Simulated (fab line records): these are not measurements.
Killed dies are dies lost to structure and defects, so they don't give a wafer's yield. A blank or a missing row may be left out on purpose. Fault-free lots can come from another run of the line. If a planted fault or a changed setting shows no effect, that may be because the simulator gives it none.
A sampling plan put to the test :: flow sfqLine :: one fab line, 14 faults that these records tell of, each judged on the records of the lots that it struck
The plan is the line's own looks: the steps of the route at which a gauge or an inspection reads the wafer and doesn't change it. A look can be judged if struck wafers have a number there and the file gives its usual mean and standard deviation on fault-free wafers. Caught: at a look after the fault's first step, the mean of the struck wafers lies 4 or more of those standard deviations (sigma) from the usual mean. On the tool: the identical test, applied to the tool's own readings at the steps of the fault. A different recipe on the struck wafers counts as caught too, as does a record blank only for those wafers.

## THE FAULTS, as the simulator had put them in
1. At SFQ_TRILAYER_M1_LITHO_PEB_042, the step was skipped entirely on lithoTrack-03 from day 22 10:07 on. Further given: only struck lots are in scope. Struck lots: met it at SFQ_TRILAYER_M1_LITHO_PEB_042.
2. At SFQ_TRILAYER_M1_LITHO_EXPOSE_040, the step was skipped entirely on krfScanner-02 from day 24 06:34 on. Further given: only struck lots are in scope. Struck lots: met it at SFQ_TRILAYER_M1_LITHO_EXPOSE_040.
3. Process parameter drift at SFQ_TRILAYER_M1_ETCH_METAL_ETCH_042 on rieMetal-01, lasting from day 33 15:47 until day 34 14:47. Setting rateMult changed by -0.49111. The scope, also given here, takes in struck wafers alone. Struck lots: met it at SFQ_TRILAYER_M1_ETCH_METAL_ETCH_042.
4. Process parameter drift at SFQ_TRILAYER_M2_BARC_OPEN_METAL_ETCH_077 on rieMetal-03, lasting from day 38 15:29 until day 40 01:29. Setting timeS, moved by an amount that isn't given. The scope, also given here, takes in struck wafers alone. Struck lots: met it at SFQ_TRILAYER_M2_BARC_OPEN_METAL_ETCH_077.
5. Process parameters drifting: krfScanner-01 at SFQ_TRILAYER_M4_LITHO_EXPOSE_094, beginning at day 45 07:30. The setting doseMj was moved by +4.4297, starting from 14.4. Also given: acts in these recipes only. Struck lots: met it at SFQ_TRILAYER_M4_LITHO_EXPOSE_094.
6. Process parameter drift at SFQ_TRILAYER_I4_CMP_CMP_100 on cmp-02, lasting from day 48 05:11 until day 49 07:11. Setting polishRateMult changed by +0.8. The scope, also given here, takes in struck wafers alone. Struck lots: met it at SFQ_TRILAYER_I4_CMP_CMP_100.
7. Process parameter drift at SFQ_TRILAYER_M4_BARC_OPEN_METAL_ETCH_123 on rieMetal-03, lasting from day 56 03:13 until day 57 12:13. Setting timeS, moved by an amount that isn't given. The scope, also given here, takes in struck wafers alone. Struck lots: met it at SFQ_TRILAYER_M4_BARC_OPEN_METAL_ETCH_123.
8. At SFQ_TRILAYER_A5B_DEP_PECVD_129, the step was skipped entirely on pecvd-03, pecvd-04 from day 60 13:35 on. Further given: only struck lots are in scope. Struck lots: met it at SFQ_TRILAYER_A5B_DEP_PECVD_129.
9. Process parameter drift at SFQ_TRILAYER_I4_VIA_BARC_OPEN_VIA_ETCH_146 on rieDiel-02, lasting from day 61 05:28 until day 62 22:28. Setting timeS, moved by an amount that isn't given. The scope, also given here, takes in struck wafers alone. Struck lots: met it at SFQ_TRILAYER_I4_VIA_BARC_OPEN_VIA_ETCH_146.
10. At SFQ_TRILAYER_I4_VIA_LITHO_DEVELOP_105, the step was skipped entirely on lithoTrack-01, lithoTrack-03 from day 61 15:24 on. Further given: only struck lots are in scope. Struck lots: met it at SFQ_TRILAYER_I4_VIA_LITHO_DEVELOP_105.
11. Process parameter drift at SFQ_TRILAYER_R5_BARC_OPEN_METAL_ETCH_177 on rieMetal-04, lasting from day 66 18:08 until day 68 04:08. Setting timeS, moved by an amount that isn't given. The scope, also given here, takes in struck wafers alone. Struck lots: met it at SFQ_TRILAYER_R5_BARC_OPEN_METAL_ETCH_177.
12. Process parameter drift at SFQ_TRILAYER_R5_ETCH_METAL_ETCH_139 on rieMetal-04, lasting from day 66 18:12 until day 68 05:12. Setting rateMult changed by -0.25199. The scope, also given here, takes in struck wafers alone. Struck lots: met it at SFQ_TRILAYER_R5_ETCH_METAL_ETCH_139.
13. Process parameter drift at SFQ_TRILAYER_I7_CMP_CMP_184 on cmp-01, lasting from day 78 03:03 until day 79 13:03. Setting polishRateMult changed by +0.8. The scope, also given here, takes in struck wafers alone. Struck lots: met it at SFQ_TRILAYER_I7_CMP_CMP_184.
14. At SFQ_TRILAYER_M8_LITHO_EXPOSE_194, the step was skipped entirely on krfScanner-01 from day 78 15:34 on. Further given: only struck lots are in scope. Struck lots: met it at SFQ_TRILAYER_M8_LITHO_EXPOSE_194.

## WHAT THE PLAN SAW
fault: 1
on the tool itself: the tool's record is blank for the struck wafers
first look that catches it: no look after it can be judged
reading, sigma: -
median hours from its first step to that look: -
hours from the fault's start to the first struck lot there: -
judged looks passed uncaught: 0

fault: 2
on the tool itself: no reading that can be judged
first look that catches it: no look after it can be judged
reading, sigma: -
median hours from its first step to that look: -
hours from the fault's start to the first struck lot there: -
judged looks passed uncaught: 0

fault: 3
on the tool itself: oesProductAu -28 sigma
first look that catches it: not the one look that can be judged after it
reading, sigma: -
median hours from its first step to that look: -
hours from the fault's start to the first struck lot there: -
judged looks passed uncaught: 1

fault: 4
on the tool itself: runLengthS -6.9 sigma
first look that catches it: not the one look that can be judged after it
reading, sigma: -
median hours from its first step to that look: -
hours from the fault's start to the first struck lot there: -
judged looks passed uncaught: 1

fault: 5
on the tool itself: exposureDoseMJCm2 +99 or beyond sigma
first look that catches it: not the one look that can be judged after it
reading, sigma: -
median hours from its first step to that look: -
hours from the fault's start to the first struck lot there: -
judged looks passed uncaught: 1

fault: 6
on the tool itself: timeToEndpointS -11 sigma
first look that catches it: no look after it can be judged
reading, sigma: -
median hours from its first step to that look: -
hours from the fault's start to the first struck lot there: -
judged looks passed uncaught: 0

fault: 7
on the tool itself: oesProductAu +43 sigma
first look that catches it: not the one look that can be judged after it
reading, sigma: -
median hours from its first step to that look: -
hours from the fault's start to the first struck lot there: -
judged looks passed uncaught: 1

fault: 8
on the tool itself: the tool's record is blank for the struck wafers
first look that catches it: no look after it can be judged
reading, sigma: -
median hours from its first step to that look: -
hours from the fault's start to the first struck lot there: -
judged looks passed uncaught: 0

fault: 9
on the tool itself: runLengthS -8.9 sigma
first look that catches it: not the one look that can be judged after it
reading, sigma: -
median hours from its first step to that look: -
hours from the fault's start to the first struck lot there: -
judged looks passed uncaught: 1

fault: 10
on the tool itself: the tool's record is blank for the struck wafers
first look that catches it: no look after it can be judged
reading, sigma: -
median hours from its first step to that look: -
hours from the fault's start to the first struck lot there: -
judged looks passed uncaught: 0

fault: 11
on the tool itself: runLengthS +4.6 sigma
first look that catches it: no look after it can be judged
reading, sigma: -
median hours from its first step to that look: -
hours from the fault's start to the first struck lot there: -
judged looks passed uncaught: 0

fault: 12
on the tool itself: oesProductAu -18 sigma
first look that catches it: no look after it can be judged
reading, sigma: -
median hours from its first step to that look: -
hours from the fault's start to the first struck lot there: -
judged looks passed uncaught: 0

fault: 13
on the tool itself: timeToEndpointS -10 sigma
first look that catches it: not the one look that can be judged after it
reading, sigma: -
median hours from its first step to that look: -
hours from the fault's start to the first struck lot there: -
judged looks passed uncaught: 1

fault: 14
on the tool itself: no reading that can be judged
first look that catches it: no look after it can be judged
reading, sigma: -
median hours from its first step to that look: -
hours from the fault's start to the first struck lot there: -
judged looks passed uncaught: 0
A dash: the fault isn't caught, or these records don't give the number.

Caught at a look: 0 of 14. Caught on the tool: 12 of 14. By one or the other: 12 of 14.
On the tool alone, faults 1, 3, 4, 5, 6, 7, 8, 9, 10, 11, 12, 13 were caught.
Caught by neither: faults 2, 14.
